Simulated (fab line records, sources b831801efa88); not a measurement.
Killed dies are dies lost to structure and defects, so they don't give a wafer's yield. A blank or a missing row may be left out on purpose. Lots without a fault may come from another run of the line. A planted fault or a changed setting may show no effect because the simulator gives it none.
One fault seen from 2 desks | flow sky130 | each desk has only its own numbers; what lay behind them comes last

THE TOOL OWNER'S DESK: pecvd-04
The tool's own readings at SKY_CAP2M_CVD_00 (deposits SiO2, target thk 15.5 nm): means of the sampled wafers that have a number, for each lot that ran on this tool. A lot is out of limits, marked OUT, if its mean lies more than 4 standard deviations from the usual mean; the brackets give that distance.
Columns: A = heater_power_w at SKY_CAP2M_CVD_00, usual 725 W; B = susceptor_temp_C at SKY_CAP2M_CVD_00, usual 399.96 C
lot  | first seen here | A   | B
L653 | day 39 17:16    | 708 | 400.04
L655 | day 40 02:32    | 767 | 399.98
L660 | day 41 20:25    | 756 | 399.84
L661 | day 42 04:29    | 766 | 399.75
L671 | day 44 17:34    | 827 | 399.94
This desk's finding: nothing out of limits on any of the 5 lots.

THE METROLOGY DESK
What the gauges read, lot by lot, whatever tool the lot ran on: means of the sampled wafers that have a number. A lot is out of limits, marked OUT, if its mean lies more than 4 standard deviations from the usual mean; the brackets give that distance.
Columns: A = CAP2M_CVD_00_THK at SKY_CAP2M_THK_MEAS_01, usual 15.49 nm
lot  | first seen here | A
L653 | day 39 17:19    | 15.60
L654 | day 39 20:34    | 15.71
L655 | day 40 02:34    | 15.44
L656 | day 40 12:44    | 15.23
L657 | day 40 20:26    | 15.26
L658 | day 41 07:09    | 15.39
L659 | day 41 10:21    | 15.40
L660 | day 41 20:27    | 15.74
L661 | day 42 04:34    | 15.70
L662 | day 42 06:20    | 15.70
L671 | day 44 17:36    | 14.75
L674 | day 45 16:11    | 15.50
L676 | day 46 22:29    | 15.22
This desk's finding: nothing out of limits on any of the 13 lots.

PUT TOGETHER
The tool owner's desk saw nothing out of limits.
The metrology desk saw nothing out of limits.

WHAT THE SIMULATOR HAD PUT IN
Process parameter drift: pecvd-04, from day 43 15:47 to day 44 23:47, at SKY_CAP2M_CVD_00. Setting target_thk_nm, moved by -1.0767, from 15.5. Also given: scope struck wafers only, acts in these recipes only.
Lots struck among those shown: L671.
